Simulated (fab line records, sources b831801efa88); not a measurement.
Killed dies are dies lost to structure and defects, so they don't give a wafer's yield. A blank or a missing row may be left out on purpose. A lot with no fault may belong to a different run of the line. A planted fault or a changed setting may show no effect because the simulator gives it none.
A struck lot beside a sound one | flow sky130 | 43 out of 708 route steps
Sound: the wafers L161.3, L161.4, L161.5. The struck wafers were L163.1, L163.5, L163.6. The cause is given at the end.
For every step that has rows: the tool of each side, followed by ch and its chambers, followed by its first start. Under that, the readings that differ: sound wafers | struck wafers | difference of the means | sigmas: that difference in standard deviations of wafers without a fault.
alike: readings with means less than 2 such deviations apart, plus words and numbers identical on both sides. not compared: withheld readings, readings lacking a value on some wafer, bounds such as >300 that could conceal the same value, and numbers that have no deviation in the record and whose values overlap.
Wherever a step has rows on one side only, a row that says differs or no value, or a row with sigmas, the two part there. Numbers that have no deviation but don't overlap get no sigmas and don't part them. A reading missing from all wafers of one side parts the sides only when that side holds two or more wafers.

first, 6 steps without rows for these wafers: SKY_VIA1_COAT_06 (resist thk 60 nm); SKY_VIA1_COAT_07 (resist thk 450 nm); SKY_VIA1_SOFTBAKE_08 (time 90 s); SKY_VIA1_EXPOSE_09 (exposes mask VIM, target cd 150 nm); SKY_VIA1_PEB_10; SKY_VIA1_DEVELOP_11 (develop time 60 s).
SKY_VIA1_CD_MEAS_12 targets a cd of 150 nm.
  sound: cd-sem-01 at day 32 23:35; struck: cd-sem-01 at day 33 22:04
  alike: cd-nm
SKY_VIA1_OVL_MEAS_13:
  sound: overlay-01 at day 32 23:40; struck: overlay-02 at day 33 22:11
  alike: VIA1_OVL
SKY_VIA1_ETCH_14: etches BARC in N2/H2, stops on SiO2, time 45.9 s, target depth 60 nm.
  sound on rie-diel-04 ch 0,1,3, day 32 23:41; struck on rie-diel-04 ch 0,2,3, day 33 22:13
  alike: chamber-pressure-mTorr, drypump-motor-current-A, h2-flow-sccm, oes-product-au, throttle-valve-pct
  not compared: rf-hours-counter-h
then, 3 steps without rows for these wafers: SKY_VIA1_ETCH_15 (etches SiO2 in C4F8/O2/Ar, stops on TiN, target depth 351 nm, time 54 s); SKY_VIA1_STRIP_16 (strips in O2/N2); SKY_VIA1_STRIP_17 (strips in post etch residue remover, time 1200 s).
SKY_VIA1_CLEAN_18: cleans in IPA, time 180 s.
  sound on wet-bench-04 ch 3, day 33 00:15; struck on wet-bench-04 ch 2, day 33 22:45
then, 1 step without rows for these wafers: SKY_VIA1_CLEAN_19 (cleans in O3/DIW).
SKY_VIA1_SPUTTER_20: material TiN, target thk 20 nm, time 80 s.
  sound: pvd-sputter-03 at day 33 00:25; struck: pvd-sputter-01 at day 33 22:54
  alike: chamber-pressure-pa, throttle-valve-pct
then, 1 step without rows for these wafers: SKY_VIA1_CVD_21 (deposits W, target thk 270 nm, time 80.902 s).
SKY_VIA1_RS_MEAS_22: measurement is done with a four-point probe.
  sound: film-metro-01 at day 33 00:36; struck: film-metro-04 at day 33 23:03
  alike: VIA1_W_RS
SKY_VIA1_THK_MEAS_23: measures by xrf.
  sound: film-metro-01 at day 33 00:42; struck: film-metro-04 at day 33 23:10
  alike: VIA1_W_THK
then, 1 step without rows for these wafers: SKY_VIA1_CMP_24 (polishes, stops on SiO2, t overpolish 15 s, target thk 0 nm).
SKY_METAL2_SPUTTER_00: material Ti, target thk 15 nm, time 10 s.
  sound: pvd-sputter-02 at day 33 01:02; struck: pvd-sputter-03 at day 33 23:32
  alike: chamber-pressure-pa, throttle-valve-pct
SKY_METAL2_SPUTTER_01: material TiN, target thk 20 nm, time 16.7 s.
  sound: pvd-sputter-02 at day 33 01:04; struck: pvd-sputter-03 at day 33 23:33
  alike: chamber-pressure-pa, throttle-valve-pct
then, 2 steps without rows for these wafers: SKY_METAL2_SPUTTER_02 (material AlCu, target thk 250 nm, time 13.3 s); SKY_METAL2_SPUTTER_03 (material Ti, target thk 5 nm, time 3.3 s).
SKY_METAL2_SPUTTER_04: material TiN, target thk 70 nm, time 58.3 s.
  sound: pvd-sputter-02 at day 33 01:08; struck: pvd-sputter-03 at day 33 23:37
  alike: chamber-pressure-pa, throttle-valve-pct
SKY_METAL2_RS_MEAS_05: measurement is done with a four-point probe.
  sound: film-metro-02 at day 33 01:13; struck: film-metro-02 at day 33 23:40
  alike: METAL2_ALCU_RS
SKY_METAL2_THK_MEAS_06: measures by xrf.
  sound: film-metro-02 at day 33 01:19; struck: film-metro-02 at day 33 23:47
  alike: METAL2_ALCU_THK
then, 8 steps without rows for these wafers: SKY_METAL2_DEHYDRATE_07 (time 60 s); SKY_METAL2_HMDS_08 (prime time 60 s); SKY_METAL2_COAT_09 (resist thk 60 nm); SKY_METAL2_COAT_10 (resist thk 450 nm); SKY_METAL2_SOFTBAKE_11 (time 90 s); SKY_METAL2_EXPOSE_12 (exposes mask MM2, target cd 140 nm); SKY_METAL2_PEB_13; SKY_METAL2_DEVELOP_14 (develop time 60 s).
SKY_METAL2_CD_MEAS_15 targets a cd of 140 nm.
  sound: cd-sem-01 at day 34 03:24; struck: cd-sem-02 at day 35 03:04
  alike: cd-nm
SKY_METAL2_OVL_MEAS_16:
  sound: overlay-02 at day 34 03:29; struck: overlay-02 at day 35 03:11
  alike: METAL2_OVL
then, 6 steps without rows for these wafers: SKY_METAL2_DESCUM_17 (chemistry O2, time 8 s); SKY_METAL2_ETCH_18 (etches BARC in N2/H2, stops on SiO2, time 45.9 s, target depth 60 nm); SKY_METAL2_METAL_ETCH_19 (etches the open film in Cl2/BCl3, stops on SiO2, target depth 360 nm, time 78 s); SKY_METAL2_STRIP_20 (strips in O2/N2); SKY_METAL2_STRIP_21 (strips in post etch residue remover, time 1200 s); SKY_METAL2_CLEAN_22 (cleans in IPA, time 180 s).
-- the record jumps here: 11 days lie between the struck wafers' starts before and after (it left off in module METAL2 and takes up again in module PAD_OPEN, whose first step shown is number 708 of the route) --
SKY_PAD_OPEN_PROBE_99:
  sound: prober-02 at day 45 01:49; struck: prober-01 at day 45 21:16
  reading                               | sound             | struck            | difference | sigmas
  defect-limited-yield (%)              | 83.9 79.5 81.1    | 73.6 75.8 75.6    | -6.5       | -3
  killed_at_M0_to_M3                    | 35 59 36          | 90 87 88          | +45        | +6
  killed-dies                           | 79 101 93         | 130 119 120       | +32        | +3
  sort_bin_3_pad_short (%)              | 0.6 1.2 1.2       | 2.8 1.8 3.0       | +1.5       | +4
  sort_bin_5_function (%)               | 7.9 13.6 10.0     | 17.1 17.1 14.0    | +5.6       | +4
  sort-n-pass                           | 413 391 399       | 362 373 372       | -32        | -3
  sort-yield-pct (%)                    | 83.9 79.5 81.1    | 73.6 75.8 75.6    | -6.5       | -3
  model.etest.tester.sort-n-pass        | 413 391 399       | 362 373 372       | -32        |
  model.etest.tester.sort-yield-pct (%) | 83.94 79.47 81.1  | 73.58 75.81 75.61 | -6.50      |
  model.etest.tester.sort_bin_5_pct (%) | 7.927 13.62 9.959 | 17.07 17.07 14.02 | +5.55      |
  model.etest.tester.sort_bin_3_pct (%) | 0.6098 1.22 1.22  | 2.846 1.829 3.049 | +1.558     |
  alike: killed_at_M4_up, killed-at-contacts, killed-at-front-end, killed-at-other, killed-open, killed-short, sort_bin_6_memory

## WHERE THEY PART
Within this record, at SKY_PAD_OPEN_PROBE_99 only.

WHY: what had been put in by the simulator
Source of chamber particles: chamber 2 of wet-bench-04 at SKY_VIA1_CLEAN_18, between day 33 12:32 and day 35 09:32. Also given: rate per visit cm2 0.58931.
